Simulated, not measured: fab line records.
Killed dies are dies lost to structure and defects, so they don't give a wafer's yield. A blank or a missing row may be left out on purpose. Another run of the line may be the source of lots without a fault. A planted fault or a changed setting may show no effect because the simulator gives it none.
A single fault, viewed from 2 desks    flow sky130    each desk holds nothing but its own numbers, with what lay behind them at the end

== FOR THE TOOL OWNER'S DESK: implanter-03 ==
The tool's own readings at SKY_LDD_P_IMPLANT_09: means of the sampled wafers that have a number, for each lot that ran on this tool. The brackets show how far a lot's mean lies from the usual mean; more than 4 standard deviations puts the lot out of limits, marked OUT.
Columns: A = beam-on-s at SKY_LDD_P_IMPLANT_09, usual 10.03 s; B = faraday-current-uA at SKY_LDD_P_IMPLANT_09, usual 56.2
lot   first seen here  A               B
L461  day 20 06:10     10.16           55.6
L464  day 21 19:49     9.95            56.8
L470  day 23 16:47     10.27           54.7
L475  day 25 06:50     7.70 (-11) OUT  73.2 (+15) OUT
L477  day 26 02:13     7.75 (-11) OUT  72.6 (+15) OUT
Finding of this desk: L475, L477 out of limits; the first was L475 at day 25 06:50, on beam-on-s at SKY_LDD_P_IMPLANT_09. L461, L464, L470: within limits.

== METROLOGY DESK ==
Lot by lot, what the gauges showed, no matter which tool ran the lot: averages of those sampled wafers that carry a number. The brackets show how far a lot's mean lies from the usual mean; more than 4 standard deviations puts the lot out of limits, marked OUT.
Columns: A = POLY_GATE_OVL at SKY_POLY_GATE_OVL_MEAS_14, usual -1 nm; B = POLY_GATE_OXIDATION_THK at SKY_POLY_GATE_THK_MEAS_21, usual 3.99 nm; C = LDD_N_OVL at SKY_LDD_N_OVL_MEAS_07, usual 0.5 nm; D = LDD_P_TW at SKY_LDD_P_TW_MEAS_11, usual 635
lot   first seen here  A   B     C     D
L459  day 16 16:44     -7  4.03  1.8   632
L461  day 17 12:22     -1  4.09  0.8   628
L462  day 18 04:22     5   3.90  -1.9  643
L463  day 18 15:50     5   3.98  -1.6  633
L464  day 19 01:25     2   4.07  0.7   641
L466  day 19 11:22     0   3.77  3.8   637
L467  day 19 21:26     -5  3.83  -3.3  627
L468  day 20 13:26     1   4.08  -0.2  638
L469  day 20 17:02     -9  4.11  2.2   637
L470  day 20 22:44     2   3.95  0.9   631
L475  day 22 15:38     -1  3.94  1.1   584 (-11) OUT
L477  day 23 11:08     -4  3.83  3.2   583 (-11) OUT
L481  day 24 17:29     -5  4.08  -1.1  634
Per this desk, out of limits: L475, L477; the first was L475, day 25 07:04 (LDD_P_TW at SKY_LDD_P_TW_MEAS_11). L459, L461, L462, L463, L464, L466, L467, L468, L469, L470, L481: within limits.

== TAKEN TOGETHER ==
On L475, L477, at day 25 06:50, an alarm was possible from the tool owner's desk.
On L475, L477, the metrology desk was in a position to raise an alarm at day 25 07:04.
Every lot named ran SKY_LDD_P_IMPLANT_09 on implanter-03.

== WHAT THE SIMULATOR HAD INSERTED ==
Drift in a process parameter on implanter-03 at SKY_LDD_P_IMPLANT_09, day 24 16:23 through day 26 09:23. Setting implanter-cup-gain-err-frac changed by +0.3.
Lots struck among those shown: L475, L477.
Fault start to first reading out of limits, in hours, per desk: tool owner, 14; metrology, 15.
